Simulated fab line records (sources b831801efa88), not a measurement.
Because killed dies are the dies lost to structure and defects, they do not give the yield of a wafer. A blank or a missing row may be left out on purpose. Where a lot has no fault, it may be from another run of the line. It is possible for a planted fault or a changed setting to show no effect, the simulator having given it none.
A single fault, viewed from 2 desks + flow sky130 + only its own numbers are on each desk; what lay behind them is given at the end

== METROLOGY DESK ==
What the gauges read for every lot (on any tool): the sampled wafers with a number, averaged. A lot is out of limits, marked OUT, if its mean lies more than 4 standard deviations from the usual mean; the brackets give that distance.
Columns: A = cd nm at SKY_SONOS_ONO_CD_MEAS_13, usual 408.8 nm; B = SONOS_ONO_OVL at SKY_SONOS_ONO_OVL_MEAS_14, usual -1.0 nm; C = cd nm at SKY_POLY_GATE_CD_MEAS_22, usual 150.1 nm; D = LDD_N_TW at SKY_LDD_N_TW_MEAS_17, usual 2594
| lot  | first seen here | A     | B    | C     | D    |
|------|-----------------|-------|------|-------|------|
| L578 | day 12 15:38    | 407.6 | -0.9 | 152.1 | 2595 |
| L579 | day 12 15:52    | 403.7 | -3.8 | 149.6 | 2579 |
| L583 | day 14 10:40    | 406.9 | -0.5 | 150.6 | 2589 |
| L584 | day 14 17:04    | 407.3 | -1.0 | 150.2 | 2583 |
| L585 | day 15 03:18    | 407.9 | -1.1 | 149.6 | 2568 |
| L588 | day 16 05:37    | 407.8 | -1.2 | 148.7 | 2609 |
| L589 | day 16 07:16    | 409.8 | -0.8 | 149.3 | 2567 |
| L591 | day 17 09:37    | 408.8 | -2.4 | 151.3 | 2620 |
| L597 | day 19 04:29    | 410.7 | -0.2 | 146.2 | 2577 |
| L598 | day 19 15:23    | 407.8 | -0.3 | 152.9 | 2595 |
| L601 | day 20 15:38    | 408.3 | -0.2 | 149.5 | 2609 |
This desk's finding: nothing out of limits on any of the 11 lots.

== DESK OF THE TOOL OWNER: rie diel-02 ==
The tool's own readings at SKY_POLY_GATE_ETCH_15 (etches BARC in N2/H2, stops on SiO2, time 118.5 s, target depth 110 nm): means of the sampled wafers that have a number, for each lot that ran on this tool. A lot is out of limits, marked OUT, if its mean lies more than 4 standard deviations from the usual mean; the brackets give that distance.
Columns: A = drypump motor current A at SKY_POLY_GATE_ETCH_15, usual 5.7 A; B = oes product au at SKY_POLY_GATE_ETCH_15, usual 0.716 a.u.; C = throttle valve pct at SKY_POLY_GATE_ETCH_15, usual 13.213 %
| lot  | first seen here | A   | B     | C      |
|------|-----------------|-----|-------|--------|
| L578 | day 16 10:38    | 6.1 | 0.720 | 13.208 |
| L589 | day 20 10:01    | 6.0 | 0.719 | 13.209 |
| L597 | day 23 08:20    | 6.1 | 0.716 | 13.215 |
This desk's finding: nothing out of limits on any of the 3 lots.

== ALL TOGETHER ==
At the metrology desk, nothing out of limits was observed.
Nothing out of limits was seen by the tool owner's desk.

== WHAT THE SIMULATOR HAD PUT IN ==
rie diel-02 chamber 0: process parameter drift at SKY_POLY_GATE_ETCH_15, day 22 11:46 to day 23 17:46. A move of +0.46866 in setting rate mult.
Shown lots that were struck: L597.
